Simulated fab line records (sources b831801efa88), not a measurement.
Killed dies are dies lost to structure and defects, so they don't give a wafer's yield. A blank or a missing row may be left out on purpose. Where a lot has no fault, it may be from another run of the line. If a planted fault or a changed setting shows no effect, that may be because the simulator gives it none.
What tool caused it? / flow sky130 / 72 wafers from 24 lots sampled at 4 of the route's 708 steps

## WHAT EACH GAUGE READ, for each wafer
SKY_METAL2_RS_MEAS_05: measures by four-point-probe. Usual: METAL2_ALCU_RS typically reads 0.1267 ohm/sq, with standard deviation 0.0011.
lot=L074; measured=day 34 05:50; on=filmMetro-02; METAL2_ALCU_RS (ohm/sq)=0.1254 0.1262 0.1268; flag=
lot=L075; measured=day 34 12:23; on=filmMetro-04; METAL2_ALCU_RS (ohm/sq)=0.1261 0.1254 0.1264; flag=
lot=L076; measured=day 34 12:28; on=filmMetro-02; METAL2_ALCU_RS (ohm/sq)=0.1253 0.1262 0.1263; flag=
lot=L077; measured=day 35 06:04; on=filmMetro-04; METAL2_ALCU_RS (ohm/sq)=0.1276 0.1287 0.1264; flag=
lot=L078; measured=day 35 10:55; on=filmMetro-02; METAL2_ALCU_RS (ohm/sq)=0.1266 0.1272 0.1271; flag=
lot=L079; measured=day 35 21:15; on=filmMetro-02; METAL2_ALCU_RS (ohm/sq)=0.1271 0.1271 0.1259; flag=
lot=L080; measured=day 36 00:14; on=filmMetro-04; METAL2_ALCU_RS (ohm/sq)=0.1253 0.1267 0.1264; flag=
lot=L081; measured=day 36 04:15; on=filmMetro-04; METAL2_ALCU_RS (ohm/sq)=0.1277 0.1267 0.1284; flag=
lot=L082; measured=day 36 15:43; on=filmMetro-03; METAL2_ALCU_RS (ohm/sq)=0.1254 0.1247 0.1256; flag=
lot=L083; measured=day 36 22:38; on=filmMetro-04; METAL2_ALCU_RS (ohm/sq)=0.1258 0.1250 0.1256; flag=
lot=L084; measured=day 37 07:38; on=filmMetro-04; METAL2_ALCU_RS (ohm/sq)=0.1270 0.1257 0.1279; flag=
lot=L085; measured=day 37 05:58; on=filmMetro-03; METAL2_ALCU_RS (ohm/sq)=0.1257 0.1260 0.1271; flag=
lot=L086; measured=day 37 15:04; on=filmMetro-03; METAL2_ALCU_RS (ohm/sq)=0.1265 0.1281 0.1266; flag=
lot=L087; measured=day 37 23:07; on=filmMetro-03; METAL2_ALCU_RS (ohm/sq)=0.1280 0.1266 0.1259; flag=
lot=L088; measured=day 38 03:08; on=filmMetro-02; METAL2_ALCU_RS (ohm/sq)=0.1276 0.1280 0.1272; flag=
lot=L089; measured=day 38 13:54; on=filmMetro-02; METAL2_ALCU_RS (ohm/sq)=0.1265 0.1272 0.1264; flag=
lot=L090; measured=day 39 04:54; on=filmMetro-04; METAL2_ALCU_RS (ohm/sq)=0.1287 0.1281 0.1285; flag=
lot=L091; measured=day 39 19:05; on=filmMetro-03; METAL2_ALCU_RS (ohm/sq)=0.1274 0.1288 0.1286; flag=
lot=L092; measured=day 39 21:19; on=filmMetro-02; METAL2_ALCU_RS (ohm/sq)=0.1264 0.1270 0.1266; flag=
lot=L093; measured=day 39 20:38; on=filmMetro-03; METAL2_ALCU_RS (ohm/sq)=0.1240 0.1244 0.1247; flag=
lot=L094; measured=day 40 00:00; on=filmMetro-02; METAL2_ALCU_RS (ohm/sq)=0.1264 0.1282 0.1279; flag=
lot=L095; measured=day 40 11:22; on=filmMetro-02; METAL2_ALCU_RS (ohm/sq)=0.1270 0.1248 0.1258; flag=
lot=L096; measured=day 40 18:20; on=filmMetro-02; METAL2_ALCU_RS (ohm/sq)=0.1273 0.1283 0.1268; flag=
lot=L097; measured=day 41 00:09; on=filmMetro-04; METAL2_ALCU_RS (ohm/sq)=0.1260 0.1268 0.1251; flag=

SKY_CAP2M_THK_MEAS_01. Usual: CAP2M_CVD_00_THK typically reads 15.64 nm, with standard deviation 0.21.
lot=L074; measured=day 39 22:26; on=filmMetro-04; CAP2M_CVD_00_THK (nm)=15.38 15.33 15.73; flag=
lot=L075; measured=day 40 01:31; on=filmMetro-04; CAP2M_CVD_00_THK (nm)=15.69 15.62 15.59; flag=
lot=L076; measured=day 40 05:31; on=filmMetro-03; CAP2M_CVD_00_THK (nm)=15.22 15.32 15.74; flag=
lot=L077; measured=day 40 18:58; on=filmMetro-03; CAP2M_CVD_00_THK (nm)=15.42 15.33 15.66; flag=
lot=L078; measured=day 41 00:35; on=filmMetro-03; CAP2M_CVD_00_THK (nm)=15.58 15.73 15.77; flag=
lot=L079; measured=day 41 11:25; on=filmMetro-02; CAP2M_CVD_00_THK (nm)=15.25 15.80 15.89; flag=
lot=L080; measured=day 41 12:34; on=filmMetro-04; CAP2M_CVD_00_THK (nm)=15.57 15.67 15.79; flag=
lot=L081; measured=day 41 17:16; on=filmMetro-03; CAP2M_CVD_00_THK (nm)=15.58 15.56 15.64; flag=
lot=L082; measured=day 42 02:40; on=filmMetro-04; CAP2M_CVD_00_THK (nm)=15.76 15.55 15.77; flag=
lot=L083; measured=day 42 10:04; on=filmMetro-04; CAP2M_CVD_00_THK (nm)=15.66 15.70 15.93; flag=
lot=L084; measured=day 42 18:29; on=filmMetro-04; CAP2M_CVD_00_THK (nm)=15.74 15.82 15.97; flag=
lot=L085; measured=day 42 14:25; on=filmMetro-04; CAP2M_CVD_00_THK (nm)=15.57 15.81 15.70; flag=
lot=L086; measured=day 42 23:55; on=filmMetro-02; CAP2M_CVD_00_THK (nm)=15.61 15.70 15.80; flag=
lot=L087; measured=day 43 09:02; on=filmMetro-04; CAP2M_CVD_00_THK (nm)=15.28 15.55 15.59; flag=
lot=L088; measured=day 43 09:27; on=filmMetro-04; CAP2M_CVD_00_THK (nm)=15.42 15.38 15.82; flag=
lot=L089; measured=day 43 20:31; on=filmMetro-03; CAP2M_CVD_00_THK (nm)=15.29 15.66 15.57; flag=
lot=L090; measured=day 44 08:39; on=filmMetro-04; CAP2M_CVD_00_THK (nm)=15.99 15.70 16.23; flag=
lot=L091; measured=day 44 22:23; on=filmMetro-03; CAP2M_CVD_00_THK (nm)=15.56 15.86 15.81; flag=
lot=L092; measured=day 45 00:15; on=filmMetro-03; CAP2M_CVD_00_THK (nm)=15.47 15.36 15.76; flag=
lot=L093; measured=day 44 23:41; on=filmMetro-04; CAP2M_CVD_00_THK (nm)=15.74 15.75 16.06; flag=
lot=L094; measured=day 45 04:09; on=filmMetro-02; CAP2M_CVD_00_THK (nm)=15.71 15.47 15.58; flag=
lot=L095; measured=day 45 12:38; on=filmMetro-04; CAP2M_CVD_00_THK (nm)=15.52 15.76 15.99; flag=
lot=L096; measured=day 45 21:05; on=filmMetro-02; CAP2M_CVD_00_THK (nm)=15.55 15.53 15.68; flag=
lot=L097; measured=day 46 00:34; on=filmMetro-02; CAP2M_CVD_00_THK (nm)=15.87 15.99 15.78; flag=

## EACH LOT AND THE TOOL THAT RAN IT (in order: tool; ch and the chambers of the sampled wafers; start)
lot=L074; SKY_FIELD_ISO_ETCH_14=rieDiel-01 ch 0,1,2, day 2 04:26; SKY_VIA1_ETCH_15=rieDiel-02 ch 0,2,3, day 34 04:25
lot=L075; SKY_FIELD_ISO_ETCH_14=rieDiel-01 ch 0,1, day 2 09:41; SKY_VIA1_ETCH_15=rieDiel-02 ch 0,1,2, day 34 10:56
lot=L076; SKY_FIELD_ISO_ETCH_14=rieDiel-04 ch 1,2,3, day 2 14:46; SKY_VIA1_ETCH_15=rieDiel-03 ch 0,1,2, day 34 11:01
lot=L077; SKY_FIELD_ISO_ETCH_14=rieDiel-01 ch 1,2,3, day 2 20:28; SKY_VIA1_ETCH_15=rieDiel-03 ch 0,2,3, day 35 04:38
lot=L078; SKY_FIELD_ISO_ETCH_14=rieDiel-03 ch 0,1,3, day 3 01:05; SKY_VIA1_ETCH_15=rieDiel-04 ch 0,3, day 35 09:26
lot=L079; SKY_FIELD_ISO_ETCH_14=rieDiel-03 ch 1,2, day 3 10:01; SKY_VIA1_ETCH_15=rieDiel-03 ch 1,3, day 35 19:50
lot=L080; SKY_FIELD_ISO_ETCH_14=rieDiel-04 ch 0,1,2, day 3 12:14; SKY_VIA1_ETCH_15=rieDiel-03 ch 1,2,3, day 35 22:47
lot=L081; SKY_FIELD_ISO_ETCH_14=rieDiel-04 ch 1,3, day 3 18:49; SKY_VIA1_ETCH_15=rieDiel-02 ch 0,1,2, day 36 02:47
lot=L082; SKY_FIELD_ISO_ETCH_14=rieDiel-01 ch 2,3, day 3 23:58; SKY_VIA1_ETCH_15=rieDiel-04 ch 0,1, day 36 13:59
lot=L083; SKY_FIELD_ISO_ETCH_14=rieDiel-03 ch 2,3, day 4 03:04; SKY_VIA1_ETCH_15=rieDiel-02 ch 1,2, day 36 21:10
lot=L084; SKY_FIELD_ISO_ETCH_14=rieDiel-03 ch 0,3, day 4 09:10; SKY_VIA1_ETCH_15=rieDiel-04 ch 0,2, day 37 06:13
lot=L085; SKY_FIELD_ISO_ETCH_14=rieDiel-03 ch 0,2,3, day 4 13:46; SKY_VIA1_ETCH_15=rieDiel-04 ch 0,1,3, day 37 04:32
lot=L086; SKY_FIELD_ISO_ETCH_14=rieDiel-03 ch 0,2,3, day 4 18:40; SKY_VIA1_ETCH_15=rieDiel-02 ch 0,1,3, day 37 13:32
lot=L087; SKY_FIELD_ISO_ETCH_14=rieDiel-04 ch 0,1,2, day 5 01:07; SKY_VIA1_ETCH_15=rieDiel-02 ch 0,1,3, day 37 21:29
lot=L088; SKY_FIELD_ISO_ETCH_14=rieDiel-03 ch 1,2, day 5 06:34; SKY_VIA1_ETCH_15=rieDiel-03 ch 0,2, day 38 01:44
lot=L089; SKY_FIELD_ISO_ETCH_14=rieDiel-04 ch 1,2, day 5 10:28; SKY_VIA1_ETCH_15=rieDiel-03 ch 0,1,2, day 38 12:26
lot=L090; SKY_FIELD_ISO_ETCH_14=rieDiel-04 ch 0,1,3, day 5 16:31; SKY_VIA1_ETCH_15=rieDiel-04 ch 1,2, day 38 23:38
lot=L091; SKY_FIELD_ISO_ETCH_14=rieDiel-04 ch 1,2,3, day 6 00:04; SKY_VIA1_ETCH_15=rieDiel-03 ch 0,1,2, day 39 17:38
lot=L092; SKY_FIELD_ISO_ETCH_14=rieDiel-03 ch 0,1,3, day 6 02:23; SKY_VIA1_ETCH_15=rieDiel-03 ch 0,2,3, day 39 19:53
lot=L093; SKY_FIELD_ISO_ETCH_14=rieDiel-03 ch 1,2, day 6 06:46; SKY_VIA1_ETCH_15=rieDiel-02 ch 2,3, day 39 19:10
lot=L094; SKY_FIELD_ISO_ETCH_14=rieDiel-01 ch 0,2,3, day 6 12:08; SKY_VIA1_ETCH_15=rieDiel-04 ch 0,1,2, day 39 22:31
lot=L095; SKY_FIELD_ISO_ETCH_14=rieDiel-04 ch 2,3, day 6 18:53; SKY_VIA1_ETCH_15=rieDiel-03 ch 0,2,3, day 40 09:57
lot=L096; SKY_FIELD_ISO_ETCH_14=rieDiel-03 ch 0,1,3, day 7 02:50; SKY_VIA1_ETCH_15=rieDiel-02 ch 1,3, day 40 16:50
lot=L097; SKY_FIELD_ISO_ETCH_14=rieDiel-04 ch 0,1,3, day 7 04:43; SKY_VIA1_ETCH_15=rieDiel-04 ch 0,3, day 40 22:42
- SKY_FIELD_ISO_ETCH_14: etches BARC in N2/H2, stops on SiO2, time 45.9 s, target depth 60 nm.
- SKY_VIA1_ETCH_15: etches SiO2 in C4F8/O2/Ar, stops on TiN, target depth 351 nm, time 54 s.

## AS READ BY THE TOOLS THEMSELVES (means over the sampled wafers that have a number; for cases with no such wafer, the mark the record gives instead)
SKY_FIELD_ISO_ETCH_14. Usual: drypumpMotorCurrentA 5.6 A, standard deviation 0.32; oesProductAu 0.855 a.u., standard deviation 0.0047; throttleValvePct 13.224 %, standard deviation 0.0094.
lot=L074; tool=rieDiel-01; drypumpMotorCurrentA (A)=5.7; oesProductAu (a.u.)=0.852; throttleValvePct (%)=13.222; flag=
lot=L075; tool=rieDiel-01; drypumpMotorCurrentA (A)=5.6; oesProductAu (a.u.)=0.857; throttleValvePct (%)=13.219; flag=
lot=L076; tool=rieDiel-04; drypumpMotorCurrentA (A)=5.3; oesProductAu (a.u.)=0.859; throttleValvePct (%)=13.224; flag=
lot=L077; tool=rieDiel-01; drypumpMotorCurrentA (A)=5.7; oesProductAu (a.u.)=0.854; throttleValvePct (%)=13.227; flag=
lot=L078; tool=rieDiel-03; drypumpMotorCurrentA (A)=5.9; oesProductAu (a.u.)=0.855; throttleValvePct (%)=13.227; flag=
lot=L079; tool=rieDiel-03; drypumpMotorCurrentA (A)=5.9; oesProductAu (a.u.)=0.859; throttleValvePct (%)=13.222; flag=
lot=L080; tool=rieDiel-04; drypumpMotorCurrentA (A)=5.2; oesProductAu (a.u.)=0.860; throttleValvePct (%)=13.213; flag=
lot=L081; tool=rieDiel-04; drypumpMotorCurrentA (A)=5.3; oesProductAu (a.u.)=0.859; throttleValvePct (%)=13.224; flag=
lot=L082; tool=rieDiel-01; drypumpMotorCurrentA (A)=5.8; oesProductAu (a.u.)=0.850; throttleValvePct (%)=13.221; flag=
lot=L083; tool=rieDiel-03; drypumpMotorCurrentA (A)=5.7; oesProductAu (a.u.)=0.853; throttleValvePct (%)=13.232; flag=
lot=L084; tool=rieDiel-03; drypumpMotorCurrentA (A)=5.7; oesProductAu (a.u.)=0.857; throttleValvePct (%)=13.224; flag=
lot=L085; tool=rieDiel-03; drypumpMotorCurrentA (A)=5.8; oesProductAu (a.u.)=0.857; throttleValvePct (%)=13.224; flag=
lot=L086; tool=rieDiel-03; drypumpMotorCurrentA (A)=5.8; oesProductAu (a.u.)=0.853; throttleValvePct (%)=13.230; flag=
lot=L087; tool=rieDiel-04; drypumpMotorCurrentA (A)=5.3; oesProductAu (a.u.)=0.853; throttleValvePct (%)=13.218; flag=
lot=L088; tool=rieDiel-03; drypumpMotorCurrentA (A)=6.0; oesProductAu (a.u.)=0.857; throttleValvePct (%)=13.225; flag=
lot=L089; tool=rieDiel-04; drypumpMotorCurrentA (A)=5.2; oesProductAu (a.u.)=0.856; throttleValvePct (%)=13.219; flag=
lot=L090; tool=rieDiel-04; drypumpMotorCurrentA (A)=5.2; oesProductAu (a.u.)=0.854; throttleValvePct (%)=13.222; flag=
lot=L091; tool=rieDiel-04; drypumpMotorCurrentA (A)=5.3; oesProductAu (a.u.)=0.856; throttleValvePct (%)=13.226; flag=
lot=L092; tool=rieDiel-03; drypumpMotorCurrentA (A)=5.9; oesProductAu (a.u.)=0.855; throttleValvePct (%)=13.210; flag=
lot=L093; tool=rieDiel-03; drypumpMotorCurrentA (A)=6.0; oesProductAu (a.u.)=0.855; throttleValvePct (%)=13.229; flag=
lot=L094; tool=rieDiel-01; drypumpMotorCurrentA (A)=5.8; oesProductAu (a.u.)=0.858; throttleValvePct (%)=13.227; flag=
lot=L095; tool=rieDiel-04; drypumpMotorCurrentA (A)=5.4; oesProductAu (a.u.)=0.857; throttleValvePct (%)=13.228; flag=
lot=L096; tool=rieDiel-03; drypumpMotorCurrentA (A)=5.9; oesProductAu (a.u.)=0.853; throttleValvePct (%)=13.225; flag=
lot=L097; tool=rieDiel-04; drypumpMotorCurrentA (A)=5.2; oesProductAu (a.u.)=0.851; throttleValvePct (%)=13.222; flag=

SKY_VIA1_ETCH_15. Usual: oesProductAu at 0.981 a.u., with a standard deviation of 0.0053.
lot=L074; tool=rieDiel-02; oesProductAu (a.u.)=0.980; flag=
lot=L075; tool=rieDiel-02; oesProductAu (a.u.)=0.978; flag=
lot=L076; tool=rieDiel-03; oesProductAu (a.u.)=0.986; flag=
lot=L077; tool=rieDiel-03; oesProductAu (a.u.)=0.979; flag=
lot=L078; tool=rieDiel-04; oesProductAu (a.u.)=0.984; flag=
lot=L079; tool=rieDiel-03; oesProductAu (a.u.)=0.976; flag=
lot=L080; tool=rieDiel-03; oesProductAu (a.u.)=0.979; flag=
lot=L081; tool=rieDiel-02; oesProductAu (a.u.)=0.977; flag=
lot=L082; tool=rieDiel-04; oesProductAu (a.u.)=0.980; flag=
lot=L083; tool=rieDiel-02; oesProductAu (a.u.)=0.978; flag=
lot=L084; tool=rieDiel-04; oesProductAu (a.u.)=0.984; flag=
lot=L085; tool=rieDiel-04; oesProductAu (a.u.)=0.986; flag=
lot=L086; tool=rieDiel-02; oesProductAu (a.u.)=0.979; flag=
lot=L087; tool=rieDiel-02; oesProductAu (a.u.)=0.977; flag=
lot=L088; tool=rieDiel-03; oesProductAu (a.u.)=0.974; flag=
lot=L089; tool=rieDiel-03; oesProductAu (a.u.)=0.989; flag=
lot=L090; tool=rieDiel-04; oesProductAu (a.u.)=0.988; flag=
lot=L091; tool=rieDiel-03; oesProductAu (a.u.)=0.977; flag=
lot=L092; tool=rieDiel-03; oesProductAu (a.u.)=0.985; flag=
lot=L093; tool=rieDiel-02; oesProductAu (a.u.)=0.979; flag=
lot=L094; tool=rieDiel-04; oesProductAu (a.u.)=0.981; flag=
lot=L095; tool=rieDiel-03; oesProductAu (a.u.)=0.982; flag=
lot=L096; tool=rieDiel-02; oesProductAu (a.u.)=0.977; flag=
lot=L097; tool=rieDiel-04; oesProductAu (a.u.)=0.981; flag=

## THE ANSWER, worked out from the rows above alone
Rule: a lot counts as off when the mean over its wafers that have a number is more than 3 standard deviations away from the usual mean. A lot without any number at a reading at which 4 lots or more have one is off too. Any other lot the step has rows for is counted as sound. First the gauges in route order, then the tools' own readings, where a lot's mean is used as printed above. The first step at which some lot is off is used, and at that step the reading that is off furthest; a lot without a number counts as furthest.
No lot is off on any of the readings shown, so nothing can be concluded from this.

## WHAT THE SIMULATOR PUT IN
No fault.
